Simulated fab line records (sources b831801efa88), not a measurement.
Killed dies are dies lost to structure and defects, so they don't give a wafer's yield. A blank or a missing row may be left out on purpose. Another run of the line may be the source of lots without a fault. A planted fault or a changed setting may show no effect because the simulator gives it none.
A lot that was struck, set against a sound lot	flow sky130	15 steps out of a route of 708
Sound: wafers L124.1, L124.2, L124.3. The struck wafers were L135.2, L135.5, L135.6. Last of all comes the cause.
Order at every step that has rows: each side's tool, ch and its chambers, its first start. Under that, the readings that differ: sound wafers	struck wafers	difference of the means	sigmas: that difference in standard deviations of wafers without a fault.
alike: words and numbers the same on both sides, and readings whose means are apart by under 2 such deviations; not compared: readings that were withheld, readings missing a value for some wafer, numbers with overlapping values and no deviation given by the record, and bounds like >300 which may hide the same value.
A row with sigmas, a row that says differs or no value, or rows on one side alone: a step with any of these is where the two part. Numbers that don't overlap but have no deviation are shown without sigmas and don't part them. A reading missing from all wafers of one side parts the sides only when that side holds two or more wafers.

first, 1 step without rows for these wafers: SKY_FIELD_ISO_ANNEAL_26 (time 1800 s).
SKY_FIELD_ISO_CMP_27: polishes, stops on Si3N4, t overpolish 16 s, target thk 457.8 nm.
  sound on cmp-01 ch 0,1,3, day 2 15:53; struck on cmp-02 ch 0,3, day 5 02:53
  alike: motor current A, overpolish run s, slurry filter dp kPa, time to endpoint s
then, 5 steps without rows for these wafers: SKY_FIELD_ISO_WET_ETCH_28 (etches SiO2 in dHF, target depth 23.7 nm, time 47 s); SKY_FIELD_ISO_WET_ETCH_29 (etches Si3N4 in H3PO4, target depth 160 nm, time 1825 s); SKY_FIELD_ISO_WET_ETCH_30 (etches SiO2 in dHF, target depth 25 nm, time 50 s); SKY_NWELL_CLEAN_00 (cleans in SC1/SC2, time 150 s); SKY_NWELL_OXIDATION_01 (stabilise 600 s, purge 300 s, target thk 10 nm).
SKY_NWELL_THK_MEAS_02:
  sound on film metro-03 at day 2 18:46; struck on film metro-02 at day 5 05:09
reading	sound	struck	difference	sigmas
NWELL_OXIDATION_THK (nm)	10.01 10.18 10.19	9.69 9.90 9.71	-0.36	-2
then, 4 steps without rows for these wafers: SKY_DNWELL_DEHYDRATE_00 (time 60 s); SKY_DNWELL_HMDS_01 (prime time 60 s); SKY_DNWELL_COAT_02 (resist thk 3000 nm); SKY_DNWELL_SOFTBAKE_03.
SKY_DNWELL_EXPOSE_04: exposes mask DNM, target cd 3000 nm.
  sound on iline stepper-01 ch 0, day 3 02:45; struck on iline stepper-02 ch 0, day 5 14:19
reading	sound	struck	difference	sigmas
mask	DNM#0 DNM#0 DNM#0	DNM_R1#0 DNM_R1#0 DNM_R1#0	differs	
next, for these wafers, 1 step has no rows: SKY_DNWELL_PEB_05.
-- the record jumps here: 43 days lie between the struck wafers' starts before and after (it left off in module DNWELL and takes up again in module PAD_OPEN, whose first step shown is number 708 of the route) --
SKY_PAD_OPEN_PROBE_99:
  sound on prober-02 at day 45 10:23; struck on prober-01 at day 48 13:18
reading	sound	struck	difference	sigmas
model.etest.res deep nwell.width nm (nm)	3000 2998 2995	3198 3213 3192	+203	
model.etest.res deep nwell.line ohm um	756.3 751.9 753	686.8 676.7 686	-70.6	
  alike: killed_at_M0_to_M3, killed_at_M4_up, killed at contacts, killed at front end, killed at other, killed dies, killed open, killed short

WHERE THEY PART
Last at SKY_DNWELL_EXPOSE_04 as far as this record goes, first at SKY_NWELL_THK_MEAS_02. Later steps at which nothing parts them and some readings are alike: SKY_PAD_OPEN_PROBE_99.

WHY: whatever the simulator had introduced
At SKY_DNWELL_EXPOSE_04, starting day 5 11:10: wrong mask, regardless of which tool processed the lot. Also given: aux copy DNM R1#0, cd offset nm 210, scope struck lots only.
